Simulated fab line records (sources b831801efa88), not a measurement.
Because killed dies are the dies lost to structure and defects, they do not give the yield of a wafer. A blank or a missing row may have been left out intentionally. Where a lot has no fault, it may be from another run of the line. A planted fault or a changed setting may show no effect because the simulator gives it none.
A lot that was struck, set against a sound lot | flow sky130 | 16 out of 708 route steps
Sound: wafers L161.1, L161.2, L161.3. Struck: wafers L164.3, L164.4, L164.5. The cause is given at the end.
At each step with rows: each side's tool, then ch and its chambers, then its first start. Under that, the readings that differ: sound wafers | struck wafers | difference of the means | sigmas: that difference in standard deviations of wafers without a fault.
alike: words and numbers the same on both sides, and readings whose means are apart by under 2 such deviations; not compared: readings that were withheld, readings missing a value for some wafer, numbers with overlapping values and no deviation given by the record, and bounds like >300 which may hide the same value.
A row with sigmas, a row that says differs or no value, or rows on one side alone: a step with any of these is where the two part. Non-overlapping numbers with no deviation appear without sigmas and do not part them. A reading that every wafer of one side lacks parts them only if that side has two wafers or more.

SKY_SPACER_THK_MEAS_01:
  sound: film metro-04 at day 27 21:08; struck: film metro-01 at day 28 09:34
  alike: SPACER_CVD_00_THK
SKY_SPACER_ETCHBACK_02: etches Si3N4 in CH3F/O2, stops on SiO2, time 46.7 s, target depth 45 nm.
  sound on rie diel-02 ch 0,2,3, day 27 21:12; struck on rie diel-01 ch 1,3, day 28 09:36
  alike: drypump motor current A, oes product au, throttle valve pct
  not compared: rf hours counter h
then, 8 steps without rows for these wafers: SKY_POLY_CUT_DEHYDRATE_00 (time 60 s); SKY_POLY_CUT_HMDS_01 (prime time 60 s); SKY_POLY_CUT_COAT_02 (resist thk 60 nm); SKY_POLY_CUT_COAT_03 (resist thk 450 nm); SKY_POLY_CUT_SOFTBAKE_04 (time 90 s); SKY_POLY_CUT_EXPOSE_05 (exposes mask NPCM, target cd 270 nm); SKY_POLY_CUT_PEB_06; SKY_POLY_CUT_DEVELOP_07 (develop time 57.49 s).
SKY_POLY_CUT_CD_MEAS_08 targets a cd of 270 nm.
  sound: cd sem-02 at day 29 01:33; struck: cd sem-02 at day 29 13:55
  alike: cd nm
SKY_POLY_CUT_OVL_MEAS_09:
  sound: overlay-02 at day 29 01:40; struck: overlay-02 at day 29 14:00
  alike: POLY_CUT_OVL
SKY_POLY_CUT_ETCH_10: etches BARC in N2/H2, stops on SiO2, time 45.9 s, target depth 60 nm.
  sound on rie diel-01 ch 0,2,3, day 29 01:43; struck on rie diel-02 ch 1,2, day 29 14:01
  no value came back on the struck wafers for any of 6 readings (bias w (W), chamber pressure mTorr (mTorr) and others); on the sound wafers bias w (W) reads 100.03 100.42 99.83
  reading                                         | sound           | struck            | difference | sigmas
  model.KrF-thick_of_POLY_CUT_COAT_03.thk nm (nm) | 408.4 408 408.7 | 438.4 436.3 436.2 | +28.6      |
SKY_POLY_CUT_ETCH_11: etches Si3N4 in CF4/CH2F2/Ar, stops on poly-Si, time 42.5 s, target depth 60 nm.
  sound on rie diel-01 ch 0,2,3, day 29 01:45; struck on rie diel-02 ch 1,2, day 29 14:04
  reading                | sound                | struck               | difference | sigmas
  oes product au (a.u.)  | 0.847 0.829 0.850    | 0.378 0.367 0.368    | -0.471     | -74
  throttle valve pct (%) | 15.005 14.992 14.993 | 14.964 14.962 14.943 | -0.040     | -5
  alike: bias w, cf4 flow sccm, drypump motor current A
  not compared: rf hours counter h
SKY_POLY_CUT_STRIP_12: strips in O2/N2.
  sound on plasma asher-01 ch 0,1, day 29 01:47; struck on plasma asher-01 ch 0,1, day 29 14:08
  reading                      | sound             | struck            | difference | sigmas
  oes product au (a.u.)        | 0.448 0.453 0.460 | 0.461 0.462 0.464 | +0.009     | +2
  strip time to endpoint s (s) | 5.369 5.344 5.353 | 5.657 5.614 5.631 | +0.279     | +15
  alike: drypump motor current A
  not compared: rf hours counter h
-- record jumps: 20 days separate the struck wafers' starts on either side; left off in module POLY_CUT, taken up again in module PAD_OPEN, whose first shown step is the route's number 708 --
SKY_PAD_OPEN_PROBE_99:
  record: rows for the struck wafers here (prober-02, day 49 09:43), none for the sound ones

== WHERE THEY PART ==
At SKY_POLY_CUT_ETCH_10 first; at SKY_PAD_OPEN_PROBE_99 last (within this record only).

WHY: what the simulator had put in
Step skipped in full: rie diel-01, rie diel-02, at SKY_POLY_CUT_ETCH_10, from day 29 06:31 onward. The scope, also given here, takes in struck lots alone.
